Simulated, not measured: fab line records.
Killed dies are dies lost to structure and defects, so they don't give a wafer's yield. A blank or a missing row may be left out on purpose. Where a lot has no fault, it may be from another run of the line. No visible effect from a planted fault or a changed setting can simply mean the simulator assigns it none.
One fault seen from 2 desks	flow sfq_line	each desk holds nothing but its own numbers, with what lay behind them at the end

== METROLOGY DESK ==
What the gauges read, lot by lot, whatever tool the lot ran on: means of the sampled wafers that have a number. A lot is out of limits, marked OUT, if its mean lies more than 4 standard deviations from the usual mean; the brackets give that distance.
Columns: A = INCOMING_BOW at SFQ_INCOMING_BOW_MEAS_900, usual 0 um
lot	first seen here	A
L698	day 2 01:02	-2
L699	day 2 06:00	2
L704	day 3 07:00	-4
L706	day 3 17:00	2
L715	day 5 14:01	-4
L717	day 6 00:01	-5
This desk's verdict: no lot among the 6 shows anything out of limits.

== TOOL OWNER'S DESK, furnace-02 ==
The tool's own readings at SFQ_TRILAYER_INCOMING_OXIDATION_002 (target thk 500 nm, ox time 4939 s): means of the sampled wafers that have a number, for each lot that ran on this tool. A lot is out of limits, marked OUT, if its mean lies more than 4 standard deviations from the usual mean; the brackets give that distance.
Columns: A = ox_temp_c_max at SFQ_TRILAYER_INCOMING_OXIDATION_002, usual 1003.6; B = spike_tc_top_C at SFQ_TRILAYER_INCOMING_OXIDATION_002, usual 1008.5 C; C = tube_center_temp_C at SFQ_TRILAYER_INCOMING_OXIDATION_002, usual 1000 C
lot	first seen here	A	B	C
L698	day 2 01:07	1005.0	1011.2	1000
L704	day 3 07:07	1004.8	1010.6	1000
L706	day 3 17:07	1004.1	1010.1	1000
This desk's verdict: no lot among the 3 shows anything out of limits.

== PUT TOGETHER ==
At the metrology desk, nothing out of limits was observed.
The desk of the tool owner found nothing out of limits.

== WHAT THE SIMULATOR HAD INSERTED ==
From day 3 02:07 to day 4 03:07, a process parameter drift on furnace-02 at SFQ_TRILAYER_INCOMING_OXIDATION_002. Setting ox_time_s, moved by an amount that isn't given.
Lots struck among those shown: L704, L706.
